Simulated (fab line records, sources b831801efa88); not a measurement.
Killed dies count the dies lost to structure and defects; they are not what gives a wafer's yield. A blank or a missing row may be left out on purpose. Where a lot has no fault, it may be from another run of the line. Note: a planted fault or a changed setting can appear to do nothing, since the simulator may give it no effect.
Problem report in the 8D (eight disciplines) form, filled by code | flow sky130 | the parts of the form that need people (team, actions taken, sign-off) are left out

## 1. WHAT WENT WRONG
Mean VT_ADJUST_HVTP_OVL at SKY_VT_ADJUST_HVTP_OVL_MEAS_08: 163.2 nm over 12 wafers in 4 lots; fault-free wafers: 0.4 nm, standard deviation 1.2. So: +99 or more standard deviations from the usual mean.
Seen first at day 7 22:06 on overlay-02, wafer L878.1. The record holds 36 wafers of 12 lots with a number at this step. Rule for "out", or "out of limits": more than 4 standard deviations from the usual mean. The rest of the wafers with a number are treated as sound.

## 2. WHAT IT IS; WHAT IT IS NOT
question                    | is                     | is not
which readings at this step | VT_ADJUST_HVTP_OVL     | -
which lots                  | L878, L879, L880, L884 | L873, L874, L875, L876, L877, L889, L892, L893
which wafers of those lots  | all that have a number | -
read on which gauges        | overlay-01, overlay-02 | -
when                        | from day 7 22:06       | up to then (15 sound wafers); but 9 sound wafers of L889, L892, L893 came after

## 3. SUSPECTS, AND WHAT RULES EACH OUT
Counting: a tool at a process step up to the reading stays a suspect if it ran every lot that is out and no sound lot after the first of them.
- the gauge at SKY_VT_ADJUST_HVTP_OVL_MEAS_08: ruled out. 2 gauges (overlay-01, overlay-02) read the wafers that are out.
- iline stepper-02 at SKY_VT_ADJUST_HVTP_EXPOSE_04 (exposes mask HVTPM, target cd 380 nm): kept. It ran every lot that is out, first L878 (day 7 12:23), and no sound lot after that; its last sound lot up to then is L877 (day 7 09:28).
After counting, what remains is iline stepper-02 at SKY_VT_ADJUST_HVTP_EXPOSE_04.

## 4. THE CAUSE (what the simulator had put in)
Scanner matching overlay: iline stepper-02, from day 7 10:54 on, at SKY_VT_ADJUST_HVTP_EXPOSE_04. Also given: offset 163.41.
Counting left only this tool.

## 5. THE EFFECT CHAIN, in route order
One row per reading whose mean, taken over the struck wafers that have a number, lies over 3 standard deviations from the usual. Only readings for which the record gives a usual standard deviation are gone through. hours: the time from each lot's start at the first step in this table that gives one to its start at this step, as a median over the lots. sigmas: the change in usual standard deviations.
hours | step                           | reading            | usual  | on struck wafers | change | sigmas
0     | SKY_VT_ADJUST_HVTP_OVL_MEAS_08 | VT_ADJUST_HVTP_OVL | 0.4 nm | 163.2            | +162.8 | +99 or more

## 6. HOW IT WOULD HAVE BEEN CAUGHT EARLIER
Counted from the fault's start at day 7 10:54, it took 11 hours until the first out-of-limits reading at a measuring or inspecting step in this record, taken at day 7 22:06.
Tool readings at SKY_VT_ADJUST_HVTP_EXPOSE_04 with a usual standard deviation given in the record: none out on any struck wafer, hence no alarm at a limit of 4 standard deviations on them.
Of the lots that are out (4), L880, L884 began SKY_VT_ADJUST_HVTP_EXPOSE_04 on iline stepper-02 after day 7 22:06. A hold on the tool at that time would have spared those 2.
